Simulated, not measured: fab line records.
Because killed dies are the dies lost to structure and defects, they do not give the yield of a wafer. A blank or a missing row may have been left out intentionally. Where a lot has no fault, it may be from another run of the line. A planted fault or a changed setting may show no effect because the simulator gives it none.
The tool behind it: which one? | flow gf180mcu | 12 lots with 36 wafers sampled at 5 steps, on a route of 602 steps

== WHAT THE GAUGES READ, wafer by wafer ==
GF_STI_THK_MEAS_30.
lot  | measured    | on            | STI_OXIDATION_02_THK (nm)
L393 | day 2 12:14 | film_metro-04 | 9.76 9.88 9.98
L394 | day 2 15:51 | film_metro-02 | 9.70 9.58 9.67
L395 | day 2 21:11 | film_metro-03 | 9.91 9.75 9.94
L397 | day 3 07:27 | film_metro-03 | 10.00 9.84 9.95
L398 | day 3 12:46 | film_metro-03 | 10.06 9.92 9.75
L399 | day 3 17:31 | film_metro-02 | 10.03 9.89 9.88
L401 | day 4 04:12 | film_metro-03 | 10.01 10.07 10.19
L402 | day 4 08:45 | film_metro-03 | 9.97 9.99 9.87
L404 | day 4 21:03 | film_metro-02 | 10.02 10.05 10.10
L406 | day 5 06:56 | film_metro-04 | 10.08 10.08 9.95
L407 | day 5 12:08 | film_metro-03 | 10.09 9.99 10.20
L408 | day 5 16:16 | film_metro-03 | 9.77 9.99 9.88

GF_HV_LDD_THK_MEAS_57.
lot  | measured     | on            | HV_LDD_CVD_56_THK (nm)
L393 | day 13 04:46 | film_metro-04 | 89.2 88.9 89.2
L394 | day 13 07:38 | film_metro-04 | 89.5 89.5 88.8
L395 | day 13 17:57 | film_metro-04 | 91.5 91.8 90.8
L397 | day 14 08:40 | film_metro-01 | 89.8 91.6 90.2
L398 | day 14 13:43 | film_metro-03 | 90.9 90.9 91.4
L399 | day 14 18:29 | film_metro-03 | 88.9 88.6 89.1
L401 | day 15 15:23 | film_metro-01 | 91.0 90.7 92.6
L402 | day 15 19:14 | film_metro-03 | 90.9 91.0 90.8
L404 | day 16 12:02 | film_metro-04 | 89.3 90.6 89.8
L406 | day 17 05:02 | film_metro-01 | 96.5 97.3 97.1 96.5 97.4 97.2
L407 | day 17 11:26 | film_metro-03 | 96.5 95.6 96.0 96.5 95.7 96.0
L408 | day 17 19:02 | film_metro-01 | 96.6 96.6 96.0 96.6 96.7 95.9

GF_V1_BOW_MEAS_05.
lot  | measured     | on            | V1_BOW (um)
L393 | day 17 22:50 | film_metro-04 | 76 92 80
L394 | day 18 02:22 | film_metro-04 | 89 74 78
L395 | day 18 14:43 | film_metro-03 | 86 84 80
L397 | day 19 06:50 | film_metro-04 | 87 97 82
L398 | day 19 13:12 | film_metro-02 | 85 83 79
L399 | day 19 18:31 | film_metro-03 | 72 72 83
L401 | day 20 17:54 | film_metro-03 | 85 100 68
L402 | day 20 22:56 | film_metro-02 | 82 82 77
L404 | day 21 15:47 | film_metro-03 | 86 76 84
L406 | day 22 11:19 | film_metro-03 | 86 91 66
L407 | day 22 15:10 | film_metro-02 | 89 82 77
L408 | day 23 00:46 | film_metro-02 | 79 79 67

== EACH LOT AND THE TOOL THAT RAN IT (in order: tool; ch and the chambers of the sampled wafers; start) ==
lot  | GF_HV_LDD_CVD_56            | GF_HV_LDD_ETCHBACK_58
L393 | lpcvd-01 ch 1, day 13 03:21 | rie_diel-01 ch 0,1,3, day 13 04:50
L394 | lpcvd-02 ch 1, day 13 06:13 | rie_diel-04 ch 0,1, day 13 07:42
L395 | lpcvd-01 ch 1, day 13 16:31 | rie_diel-03 ch 0,1,2, day 13 18:00
L397 | lpcvd-01 ch 1, day 14 07:13 | rie_diel-01 ch 2,3, day 14 08:42
L398 | lpcvd-02 ch 1, day 14 11:34 | rie_diel-03 ch 1,3, day 14 13:46
L399 | lpcvd-01 ch 1, day 14 17:03 | rie_diel-01 ch 0,2,3, day 14 18:32
L401 | lpcvd-02 ch 0, day 15 13:58 | rie_diel-01 ch 1,2,3, day 15 15:27
L402 | lpcvd-01 ch 1, day 15 17:48 | rie_diel-04 ch 0,2,3, day 15 19:17
L404 | lpcvd-02 ch 0, day 16 10:36 | rie_diel-01 ch 0,3, day 16 12:05
L406 | lpcvd-02 ch 1, day 17 03:35 | rie_diel-03 ch 1,2, day 17 08:02
L407 | lpcvd-02 ch 0, day 17 09:59 | rie_diel-04 ch 0,2,3, day 17 18:10
L408 | lpcvd-02 ch 0, day 17 17:37 | rie_diel-01 ch 0,2,3, day 17 23:52
- GF_HV_LDD_CVD_56: deposits Si3N4 from DCS/NH3, target thk 90 nm, time 1543 s.
- GF_HV_LDD_ETCHBACK_58: etches Si3N4 in CH3F/O2, stops on SiO2, time 100 s, target depth 90 nm.

== AS READ BY THE TOOLS THEMSELVES (means over the sampled wafers that have a number; for cases with no such wafer, the mark the record gives instead) ==
GF_HV_LDD_ETCHBACK_58.
lot  | tool        | chamber_pressure_mTorr (mTorr) | drypump_motor_current_A (A) | oes_product_au (a.u.) | rf_fwd_power_W (W) | throttle_valve_pct (%)
L393 | rie_diel-01 | 25.010                         | 5.6                         | 0.840                 | 396.3              | 10.563
L394 | rie_diel-04 | 25.000                         | 5.1                         | 0.840                 | 397.5              | 10.560
L395 | rie_diel-03 | 24.986                         | 5.8                         | 0.849                 | 397.6              | 10.563
L397 | rie_diel-01 | 24.999                         | 5.2                         | 0.846                 | 398.3              | 10.564
L398 | rie_diel-03 | 24.988                         | 5.4                         | 0.848                 | 398.4              | 10.555
L399 | rie_diel-01 | 24.994                         | 5.3                         | 0.841                 | 396.7              | 10.561
L401 | rie_diel-01 | 25.008                         | 5.4                         | 0.849                 | 397.2              | 10.565
L402 | rie_diel-04 | 24.993                         | 5.4                         | 0.844                 | 398.0              | 10.572
L404 | rie_diel-01 | 24.999                         | 5.4                         | 0.843                 | 395.7              | 10.559
L406 | rie_diel-03 | 24.985                         | 6.1                         | 0.877                 | 398.1              | 10.566
L407 | rie_diel-04 | 24.995                         | 5.4                         | 0.878                 | 399.5              | 10.559
L408 | rie_diel-01 | 25.007                         | 5.3                         | 0.879                 | 396.2              | 10.566

== THE ANSWER, worked out from the rows above alone ==
Rule: what is usual is taken from the lots themselves. Put in order of their means at a reading, lots are off if they are a third of the lots or fewer, leave a main group of 4 or more, and stand apart from it by a gap of 3 or more times the standard deviation of the main group's means; of several such gaps the widest counts. A main group is skipped when, at the precision printed for the reading in the tables above, its means are all equal. A lot without any number at a reading at which 4 lots or more have one is off too. Any other lot the step has rows for is counted as sound. First the gauges in route order, then the tools' own readings, where a lot's mean is used as printed above. The first step at which some lot is off is used, and at that step the reading that is off furthest; a lot without a number counts as furthest.
Off: L406, L407, L408, at GF_HV_LDD_THK_MEAS_57 (HV_LDD_CVD_56_THK). The main group: mean 90.3 nm, standard deviation 0.95.
If a tool, at a process step before that reading, ran all the lots that are off and no sound lot after the first of them, it fits. Not tried: the gauges at GF_HV_LDD_THK_MEAS_57; whatever is off there is also off at GF_HV_LDD_ETCHBACK_58, on other tools, and gauge error can't account for it. One fits: GF_HV_LDD_CVD_56 on lpcvd-02. Its last sound lot is L404 (day 16 10:36), its first lot that is off L406 (day 17 03:35): a fault that began between those two fits.

== WHAT HAD BEEN PUT IN BY THE SIMULATOR ==
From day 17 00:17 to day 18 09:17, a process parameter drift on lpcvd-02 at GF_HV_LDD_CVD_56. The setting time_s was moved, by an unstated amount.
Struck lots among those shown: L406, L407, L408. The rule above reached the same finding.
